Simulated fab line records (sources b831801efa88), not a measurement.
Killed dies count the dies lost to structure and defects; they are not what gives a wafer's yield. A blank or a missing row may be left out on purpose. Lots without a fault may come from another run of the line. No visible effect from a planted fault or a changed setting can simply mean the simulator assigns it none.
One fault through the eyes of 2 desks -- flow sky130 -- each desk has only its own numbers; what lay behind them comes last

## AT THE METROLOGY DESK
Means of the sampled wafers that have a number, per lot and without regard to the tool the lot ran on: this is what the gauges read. A lot is out of limits, marked OUT, if its mean lies more than 4 standard deviations from the usual mean; the brackets give that distance.
Columns: A = VIA3_OVL at SKY_VIA3_OVL_MEAS_13, usual 2 nm
lot,first seen here,A
L742,day 40 01:05,4
L743,day 40 03:49,2
L746,day 41 04:00,-2
L748,day 41 16:20,5
L749,day 42 00:48,6
L750,day 42 12:42,-3
L753,day 43 02:13,-4
L754,day 44 09:08,-2
L756,day 44 11:11,-2
L758,day 44 12:28,2
L759,day 44 13:52,2
L761,day 45 01:29,9
L764,day 45 21:04,6
This desk's finding: nothing out of limits on any of the 13 lots.

## THE TOOL OWNER'S DESK: rie_diel-04
The tool's own readings at SKY_CONTACT_ETCH_18 (etches Si3N4 in CHF3/O2, stops on TiN, time 39 s, target depth 75 nm): means of the sampled wafers that have a number, for each lot that ran on this tool. A lot is out of limits, marked OUT, if its mean lies more than 4 standard deviations from the usual mean; the brackets give that distance.
Columns: A = drypump_motor_current_A at SKY_CONTACT_ETCH_18, usual 5.6 A; B = oes_product_au at SKY_CONTACT_ETCH_18, usual 0.856 a.u.; C = rf_fwd_power_W at SKY_CONTACT_ETCH_18, usual 592.7 W; D = throttle_valve_pct at SKY_CONTACT_ETCH_18, usual 8.793 %
lot,first seen here,A,B,C,D
L742,day 31 23:00,6.0,0.848,594.0,8.796
L749,day 34 05:00,5.7,0.867,591.1,8.791
L750,day 34 19:00,5.6,0.847,593.8,8.793
L756,day 36 21:00,5.6,0.848,594.4,8.795
L758,day 36 23:00,5.7,0.851,592.9,8.786
L759,day 37 01:00,5.7,0.859,590.6,8.795
L761,day 37 15:00,5.7,0.854,590.9,8.794
This desk's finding: nothing out of limits on any of the 7 lots.

## BROUGHT TOGETHER
At the metrology desk, nothing out of limits was observed.
The desk of the tool owner found nothing out of limits.

## WHAT THE SIMULATOR HAD INSERTED
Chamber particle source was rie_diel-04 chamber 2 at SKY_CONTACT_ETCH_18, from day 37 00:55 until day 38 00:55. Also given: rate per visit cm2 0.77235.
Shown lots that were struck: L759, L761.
